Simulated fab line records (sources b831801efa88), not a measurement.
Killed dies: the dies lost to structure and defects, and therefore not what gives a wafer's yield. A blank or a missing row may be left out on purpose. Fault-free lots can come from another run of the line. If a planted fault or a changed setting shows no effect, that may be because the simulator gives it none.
What tool caused it? | flow sky130 | Sampling: 12 lots, 36 wafers, 3 of 708 route steps

## WHAT THE GAUGES READ, wafer by wafer
SKY_SPACER_THK_MEAS_01. Usual: SPACER_CVD_00_THK gives 43.0 nm (standard deviation 0.38).
lot  | measured     | on            | SPACER_CVD_00_THK (nm) | flag
L552 | day 23 01:46 | film-metro-01 | 43.1 43.0 43.0         |
L553 | day 23 22:11 | film-metro-03 | 43.7 43.8 43.4         |
L554 | day 24 04:16 | film-metro-02 | 43.3 43.3 43.2         |
L555 | day 24 12:49 | film-metro-03 | 42.8 43.4 43.5         |
L556 | day 24 18:42 | film-metro-02 | 42.5 42.3 42.7         |
L558 | day 25 23:54 | film-metro-03 | 43.1 42.9 42.8         |
L560 | day 26 10:13 | film-metro-02 | 42.7 42.6 42.8         |
L561 | day 26 15:54 | film-metro-02 | 42.2 42.3 42.7         |
L562 | day 27 00:53 | film-metro-03 | 43.0 43.2 43.3         |
L572 | day 30 03:48 | film-metro-01 | 42.4 42.7 42.9         |
L573 | day 30 13:32 | film-metro-03 | 43.5 43.3 43.3         |
L574 | day 30 15:37 | film-metro-03 | 43.2 43.0 43.2         |

## WHICH TOOL RAN EACH LOT (tool, then ch and the chambers of the sampled wafers, then the start)
lot  | SKY_VT_ADJUST_PCH_STRIP_09           | SKY_LDD_LDN_EXPOSE_04
L552 | plasma-asher-03 ch 0,1, day 10 12:33 | iline-stepper-02 ch 0, day 22 09:04
L553 | plasma-asher-02 ch 0,1, day 11 03:56 | iline-stepper-01 ch 0, day 23 04:10
L554 | plasma-asher-03 ch 0,1, day 11 09:24 | iline-stepper-02 ch 0, day 23 10:29
L555 | plasma-asher-02 ch 0,1, day 11 16:05 | iline-stepper-01 ch 0, day 23 20:34
L556 | plasma-asher-03 ch 1, day 11 21:48   | iline-stepper-01 ch 0, day 24 02:13
L558 | plasma-asher-03 ch 0,1, day 12 20:21 | iline-stepper-01 ch 0, day 25 07:42
L560 | plasma-asher-02 ch 0,1, day 13 10:24 | iline-stepper-02 ch 0, day 25 17:43
L561 | plasma-asher-04 ch 0,1, day 13 15:50 | iline-stepper-02 ch 0, day 25 23:21
L562 | plasma-asher-03 ch 0,1, day 13 21:35 | iline-stepper-02 ch 0, day 26 07:54
L572 | plasma-asher-04 ch 0,1, day 17 01:47 | iline-stepper-01 ch 0, day 29 12:20
L573 | plasma-asher-03 ch 0,1, day 17 12:56 | iline-stepper-02 ch 0, day 29 20:22
L574 | plasma-asher-03 ch 0,1, day 17 20:30 | iline-stepper-02 ch 0, day 29 23:43
- SKY_VT_ADJUST_PCH_STRIP_09: strips in O2/N2.
- SKY_LDD_LDN_EXPOSE_04: exposes mask LDNTM, target cd 700 nm.

## WHAT THE TOOLS THEMSELVES READ (means of the sampled wafers that have a number; where no wafer has one, the mark that the record gives instead)
SKY_VT_ADJUST_PCH_STRIP_09. Usual: drypump-motor-current-A 5.5 A, standard deviation 0.6; oes-product-au 0.711 a.u., standard deviation 0.0052; strip-time-to-endpoint-s 37.77 s, standard deviation 0.1.
lot  | tool            | drypump-motor-current-A (A) | oes-product-au (a.u.) | strip-time-to-endpoint-s (s) | flag
L552 | plasma-asher-03 | 5.0                         | 0.707                 | 37.90                        |
L553 | plasma-asher-02 | 6.1                         | 0.712                 | 37.78                        |
L554 | plasma-asher-03 | 5.3                         | 0.708                 | 37.86                        |
L555 | plasma-asher-02 | 5.9                         | 0.708                 | 37.77                        |
L556 | plasma-asher-03 | 4.6                         | 0.717                 | 37.75                        |
L558 | plasma-asher-03 | 5.4                         | 0.710                 | 37.77                        |
L560 | plasma-asher-02 | 5.9                         | 0.712                 | 37.61                        |
L561 | plasma-asher-04 | 5.8                         | 0.711                 | 37.68                        |
L562 | plasma-asher-03 | 5.0                         | 0.711                 | 37.74                        |
L572 | plasma-asher-04 | 6.0                         | 0.720                 | 37.76                        |
L573 | plasma-asher-03 | 5.3                         | 0.712                 | 37.83                        |
L574 | plasma-asher-03 | 5.3                         | 0.712                 | 37.85                        |

SKY_LDD_LDN_EXPOSE_04. Usual: 139.99 for exposure-dose-mJ-cm2, sd 0.13.
lot  | tool             | exposure-dose-mJ-cm2 | flag
L552 | iline-stepper-02 | 139.94               |
L553 | iline-stepper-01 | 140.00               |
L554 | iline-stepper-02 | 139.95               |
L555 | iline-stepper-01 | 139.98               |
L556 | iline-stepper-01 | 140.10               |
L558 | iline-stepper-01 | 140.15               |
L560 | iline-stepper-02 | 139.86               |
L561 | iline-stepper-02 | 139.96               |
L562 | iline-stepper-02 | 140.12               |
L572 | iline-stepper-01 | 140.00               |
L573 | iline-stepper-02 | 140.01               |
L574 | iline-stepper-02 | 139.98               |

## THE ANSWER, worked out from the rows above alone
Rule: lot off if the mean of its wafers having a number is beyond 3 standard deviations from the usual mean. Also off: a lot with no number at a reading for which 4 or more lots have one. All remaining lots with rows at the step are treated as sound. After the gauges, taken in route order, come the tools' own readings; for these a lot's mean is taken, as printed above. At the first step where some lot is off, the reading lying furthest off is the one used; lots without a number count as furthest.
Across all readings shown, no lot is off: no conclusion can be drawn from this.

## WHAT THE SIMULATOR HAD INSERTED
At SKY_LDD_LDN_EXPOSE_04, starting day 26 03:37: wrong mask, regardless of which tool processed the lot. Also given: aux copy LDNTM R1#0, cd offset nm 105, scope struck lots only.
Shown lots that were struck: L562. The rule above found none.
